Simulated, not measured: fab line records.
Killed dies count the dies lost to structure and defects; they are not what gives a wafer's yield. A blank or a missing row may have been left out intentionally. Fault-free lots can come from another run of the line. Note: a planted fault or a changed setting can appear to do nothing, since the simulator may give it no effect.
Problem report in the 8D (eight disciplines) form, filled by code + flow gf180mcu + the parts of the form that need people (team, actions taken, sign-off) are left out

## 1. THE PROBLEM
Wafers free of any fault read 89.5 nm (standard deviation 0.67) for HV_LDD_CVD_56_THK at GF_HV_LDD_THK_MEAS_57, against a mean of 96.8 nm on 6 wafers of 2 lots. That is +11 standard deviations from the usual mean.
Earliest sighting: wafer L373.1 on film-metro-01 at day 16 22:26. The record has a number at this step for 33 wafers belonging to 11 lots. Rule for "out", or "out of limits": more than 4 standard deviations from the usual mean. Any other wafer with a number is counted as sound.

## 2. WHAT THIS IS AND IS NOT
| question                    | is                     | is not                                                                                 |
|-----------------------------|------------------------|----------------------------------------------------------------------------------------|
| which readings at this step | HV_LDD_CVD_56_THK      | -                                                                                      |
| which lots                  | L373, L374             | L360, L361, L363, L364, L366, L378, L380, L381, L383                                   |
| which wafers of those lots  | all that have a number | -                                                                                      |
| read on which gauges        | film-metro-01          | film-metro-03, film-metro-04                                                           |
| when                        | from day 16 22:26      | up to then (15 sound wafers); but 12 sound wafers of L378, L380, L381, L383 came after |

## 3. WHAT RULES OUT EACH SUSPECT
Counting: a tool at a process step up to the reading stays a suspect if it ran every lot that is out and no sound lot after the first of them.
- ruled out: the gauge at GF_HV_LDD_THK_MEAS_57. All the wafers that are out were read on film-metro-01, but those of them that GF_HV_LDD_ETCHBACK_58 has rows for are out there too, on other tools.
- lpcvd-02 at GF_HV_LDD_CVD_56 (deposits Si3N4 from DCS/NH3, target thk 90 nm, time 1543 s): ruled out as a lasting fault. The sound lots L383 went through it after L373, its earliest lot that is out (day 16 21:01).
Left after counting: nothing in the record.

## 4. THE CAUSE (what the simulator had put in)
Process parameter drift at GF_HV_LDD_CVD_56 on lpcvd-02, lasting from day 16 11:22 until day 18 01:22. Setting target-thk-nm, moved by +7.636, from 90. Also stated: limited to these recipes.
The count ruled it out by mistake, since the rule takes a fault to strike every lot its tool runs from the start of the fault on, and this one did not do so.

## 5. THE EFFECT CHAIN, in route order
Each row: a reading where the mean over the struck wafers with a number is more than 3 standard deviations away from the usual. Only readings whose record carries a usual standard deviation are examined. hours: median over the lots of the time between each lot's start at the first step of this table that gives one and its start at this step. sigmas: the change, counted in usual standard deviations.
| hours | step                  | reading           | usual      | on struck wafers | change | sigmas |
|-------|-----------------------|-------------------|------------|------------------|--------|--------|
| 0     | GF_HV_LDD_THK_MEAS_57 | HV_LDD_CVD_56_THK | 89.5 nm    | 96.8             | +7.3   | +11    |
| 0     | GF_HV_LDD_ETCHBACK_58 | oes-product-au    | 0.840 a.u. | 0.877            | +0.037 | +6.9   |
The process steps in it:
- GF_HV_LDD_ETCHBACK_58: etches Si3N4 in CH3F/O2, stops on SiO2, time 100 s, target depth 90 nm.

## 6. WHAT WOULD HAVE CAUGHT IT SOONER
The first out-of-limits reading at a measuring or inspecting step in this record came at day 16 22:26, 11 hours after the fault's start at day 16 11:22.
Of the tool readings at GF_HV_LDD_CVD_56 for which the record gives a usual standard deviation, none was out on any struck wafer, so an alarm limit of 4 standard deviations on them would not have fired.
